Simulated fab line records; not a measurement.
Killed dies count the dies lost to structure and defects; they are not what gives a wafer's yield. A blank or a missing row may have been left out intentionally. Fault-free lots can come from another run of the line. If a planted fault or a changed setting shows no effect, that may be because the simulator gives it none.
A lot that was struck, set against a sound lot :: flow sfq line :: 42 out of 325 route steps
Sound: wafers L850.1, L850.4, L850.6. Wafers L844.1, L844.2, L844.4 were the ones struck. The cause comes at the end.
Per side, at each step with rows, come the tool, then ch with its chambers, and then its first start. Under that, the readings that differ: sound wafers :: struck wafers :: difference of the means :: sigmas: that difference in standard deviations of wafers without a fault.
alike: readings whose means differ by less than 2 such deviations, and words and numbers that are the same on both sides. not compared: withheld readings, readings that some wafer has no value for, bounds like >300 that may hide the same value, and numbers for which the record gives no deviation and whose values overlap.
A row with sigmas, a row that says differs or no value, or rows on one side alone: a step with any of these is where the two part. Numbers that don't overlap but have no deviation are shown without sigmas and don't part them. A reading that every wafer of one side lacks parts them only if that side has two wafers or more.

first, 3 steps without rows for these wafers: SFQ_TRILAYER_M5_LITHO_EXPOSE_124 (exposes mask M5, target cd 700 nm); SFQ_TRILAYER_M5_LITHO_PEB_126 (peb time 60 s); SFQ_TRILAYER_M5_LITHO_DEVELOP_125 (time 60 s).
SFQ_M5_OVL_MEAS_932:
  sound on overlay-02, day 59 10:28; struck on overlay-02, day 57 11:30
  alike: M5_OVL
then, 4 steps without rows for these wafers: SFQ_TRILAYER_M5_BARC_OPEN_METAL_ETCH_161 (etches BARC in O2, target depth 125 nm, time 41.7 s); SFQ_TRILAYER_M5_ETCH_METAL_ETCH_126 (etches Nb in Cl2/BCl3, stops on SiO2, time 203.2 s, target depth 265 nm); SFQ_TRILAYER_M5_STRIP_STRIP_127 (strips in O2); SFQ_TRILAYER_M5_STRIP_SOLV_CLEAN_128 (cleans in NMP, time 600 s).
SFQ_TRILAYER_A5B_DEP_PECVD_129: deposits SiO2 from SiH4/N2O, time 133.33 s, target thk 600 nm.
  sound on pecvd-04 ch 0,1, day 59 11:33; struck on pecvd-01 ch 1,2, day 57 12:34
  alike: heater power w, throttle valve pct
then, 1 step without rows for these wafers: SFQ_TRILAYER_A5B_CMP_CMP_130 (polishes, stops on Nb, target thk 340.7 nm).
SFQ_TRILAYER_A5B_METRO_MEASURE_131:
  sound on film metro-01, day 59 16:37; struck on film metro-01, day 57 15:39
reading: thk nm (nm)
sound: 335 327 338
struck: 345 341 346
difference: +11
sigmas: +2
then, 1 step without rows for these wafers: SFQ_TRILAYER_R5_DEP_SPUTTER_132 (material Ti, target thk 5 nm, time 5 s).
SFQ_TRILAYER_R5_DEP_SPUTTER_133: material MoNx, target thk 40 nm, time 66.7 s.
  sound on pvd sputter-06, day 59 17:50; struck on pvd sputter-04, day 57 16:52
reading: model.MoNx_of_TRILAYER_R5_DEP_SPUTTER_133.thk nm (nm)
sound: 40.96 40.38 40.63
struck: 28.04 28.39 27.76
difference: -12.59
sigmas: 
  alike: throttle valve pct
then, 1 step without rows for these wafers: SFQ_TRILAYER_R5_DEP_SPUTTER_134 (material Ti, target thk 5 nm, time 5 s).
SFQ_R5_RS_MEAS_933: a four-point-probe measurement.
  sound on film metro-02, day 59 17:54; struck on film metro-02, day 57 17:20
reading: R5_MONX_RS (ohm/sq)
sound: 6.89 7.00 6.94
struck: 9.88 9.71 9.91
difference: +2.89
sigmas: +37
  not compared: hold
SFQ_R5_THK_MEAS_934: measures by xrf.
  sound on film metro-02, day 59 18:01; struck on film metro-02, day 57 19:39
reading: R5_MONX_THK (nm)
sound: 40.5 40.2 40.4
struck: 27.9 28.4 27.6
difference: -12.4
sigmas: -26
  not compared: hold
then, 5 steps without rows for these wafers: SFQ_TRILAYER_R5_LITHO_COAT_136 (resist thk 600 nm); SFQ_TRILAYER_R5_LITHO_SOFTBAKE_140; SFQ_TRILAYER_R5_LITHO_EXPOSE_137 (exposes mask R5, target cd 500 nm); SFQ_TRILAYER_R5_LITHO_PEB_139 (peb time 60 s); SFQ_TRILAYER_R5_LITHO_DEVELOP_138 (time 60 s).
-- the record jumps here: 6 days lie between the struck wafers' starts before and after --
SFQ_R5_OVL_MEAS_935:
  sound on overlay-01, day 65 02:55; struck on overlay-01, day 63 07:43
  alike: R5_OVL
SFQ_TRILAYER_R5_BARC_OPEN_METAL_ETCH_177: etches BARC in O2, target depth 125 nm, time 41.7 s.
  sound on rie metal-01 ch 0,1, day 65 02:58; struck on rie metal-04 ch 0,1, day 63 07:46
  alike: drypump motor current A, oes product au
  not compared: rf hours counter h
SFQ_TRILAYER_R5_ETCH_METAL_ETCH_139: etches the open film in Cl2, stops on SiO2, target depth 60 nm, time 40 s.
  sound on rie metal-01 ch 0,1, day 65 03:01; struck on rie metal-04 ch 0,1, day 63 07:49
  alike: drypump motor current A, oes product au
  not compared: rf hours counter h
then, 2 steps without rows for these wafers: SFQ_TRILAYER_R5_STRIP_STRIP_140 (strips in O2); SFQ_TRILAYER_R5_STRIP_SOLV_CLEAN_141 (cleans in NMP, time 600 s).
SFQ_TRILAYER_A5C_DEP_PECVD_142: deposits SiO2 from SiH4/N2O, time 15.556 s, target thk 70 nm.
  sound on pecvd-01 ch 0,1,2, day 65 03:51; struck on pecvd-01 ch 0,1, day 63 08:41
  alike: heater power w, throttle valve pct
then, 6 steps without rows for these wafers: SFQ_TRILAYER_I5_LITHO_COAT_149 (resist thk 62 nm); SFQ_TRILAYER_I5_LITHO_COAT_144 (resist thk 650 nm); SFQ_TRILAYER_I5_LITHO_SOFTBAKE_148; SFQ_TRILAYER_I5_LITHO_EXPOSE_145 (exposes mask I5, target cd 700 nm); SFQ_TRILAYER_I5_LITHO_PEB_147 (peb time 60 s); SFQ_TRILAYER_I5_LITHO_DEVELOP_146 (time 60 s).
-- the record jumps here: 5 days lie between the struck wafers' starts before and after --
SFQ_I5_OVL_MEAS_936:
  sound on overlay-01, day 69 17:32; struck on overlay-02, day 68 10:20
  alike: I5_OVL
then, 7 steps without rows for these wafers: SFQ_TRILAYER_I5_BARC_OPEN_VIA_ETCH_200 (etches BARC in O2, target depth 125 nm, time 41.7 s); SFQ_TRILAYER_I5_ETCH_VIA_ETCH_147 (etches the open film in CHF3, stops on Nb, target depth 360 nm); SFQ_TRILAYER_I5_STRIP_STRIP_148 (strips in O2); SFQ_TRILAYER_I5_STRIP_SOLV_CLEAN_149 (cleans in NMP, time 600 s); SFQ_TRILAYER_C5_LITHO_COAT_156 (resist thk 62 nm); SFQ_TRILAYER_C5_LITHO_COAT_151 (resist thk 650 nm); SFQ_TRILAYER_C5_LITHO_SOFTBAKE_155.
-- the record jumps here: 22 days lie between the struck wafers' starts before and after --
SFQ_M8_BOW_MEAS_951:
  sound on film metro-04, day 91 11:41; struck on film metro-02, day 90 17:41
reading: model.etest.r5.ohm um
sound: 13.71 13.92 13.84
struck: 20.13 19.85 20.32
difference: +6.28
sigmas: 

reading: model.etest.r5.ohm sq
sound: 6.87 6.969 6.926
struck: 10.04 9.912 10.14
difference: +3.11
sigmas: 

reading: model.etest.c5.link ohm
sound: 7.824 7.917 7.884
struck: 10.99 10.85 11.1
difference: +3.11
sigmas: 
  alike: M8_BOW

WHERE THEY PART
Earliest at SFQ_TRILAYER_A5B_METRO_MEASURE_131; latest, in this record, at SFQ_R5_THK_MEAS_934. Later steps at which nothing parts them and some readings are alike: SFQ_R5_OVL_MEAS_935, SFQ_TRILAYER_R5_BARC_OPEN_METAL_ETCH_177, SFQ_TRILAYER_R5_ETCH_METAL_ETCH_139, SFQ_TRILAYER_A5C_DEP_PECVD_142, SFQ_I5_OVL_MEAS_936, SFQ_M8_BOW_MEAS_951.

WHY: whatever the simulator had introduced
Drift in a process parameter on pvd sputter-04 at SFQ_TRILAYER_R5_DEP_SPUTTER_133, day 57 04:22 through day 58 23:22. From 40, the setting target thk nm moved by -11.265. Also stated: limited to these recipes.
